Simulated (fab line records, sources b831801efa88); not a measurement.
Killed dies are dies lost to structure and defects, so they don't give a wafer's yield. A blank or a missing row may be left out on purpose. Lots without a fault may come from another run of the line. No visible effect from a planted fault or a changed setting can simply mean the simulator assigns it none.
The tool behind it: which one? + flow sky130 + route of 708 steps, sampled at 1 step: 12 lots, 36 wafers

WHAT THE GAUGES READ, wafer by wafer
SKY_PWDE_OVL_MEAS_07.
| lot  | measured    | on         | PWDE_OVL (nm)  |
|------|-------------|------------|----------------|
| L075 | day 4 06:47 | overlay-01 | -2.4 0.3 -0.1  |
| L077 | day 4 18:09 | overlay-02 | 2.0 2.3 2.9    |
| L079 | day 5 14:02 | overlay-01 | -2.2 -3.1 -2.3 |
| L081 | day 5 20:59 | overlay-01 | -0.4 -0.2 0.6  |
| L083 | day 6 06:08 | overlay-02 | 1.5 1.9 -1.2   |
| L085 | day 6 19:15 | overlay-02 | -0.6 -1.6 -0.1 |
| L087 | day 7 03:51 | overlay-01 | -2.2 -3.6 -2.1 |
| L089 | day 7 14:09 | overlay-01 | -0.2 -2.3 -1.1 |
| L091 | day 8 01:59 | overlay-01 | 0.0 -0.8 0.0   |
| L093 | day 8 15:26 | overlay-01 | -2.9 -0.4 -2.5 |
| L095 | day 9 01:30 | overlay-01 | -1.1 -1.1 -1.0 |
| L097 | day 9 12:22 | overlay-02 | -0.6 0.3 -3.4  |

EACH LOT AND THE TOOL THAT RAN IT (in order: tool; ch and the chambers of the sampled wafers; start)
There is no process step in the record ahead of these readings.

THE ANSWER, worked out from the rows above alone
Rule: the lots themselves supply what counts as usual. The widest of any qualifying gaps counts: lots, ordered by their means at a reading, are off when they make up no more than a third of the lots, leave a main group of 4 or more, and stand apart from it by 3 or more times the standard deviation of that group's means. Not used: any main group whose means are identical at the precision the tables above print for the reading. A lot without any number at a reading at which 4 lots or more have one is off too. Where the step has rows for the other lots, those lots are counted as sound.
No lot is off at any reading shown: from this, nothing can be told.

WHAT THE SIMULATOR HAD INSERTED
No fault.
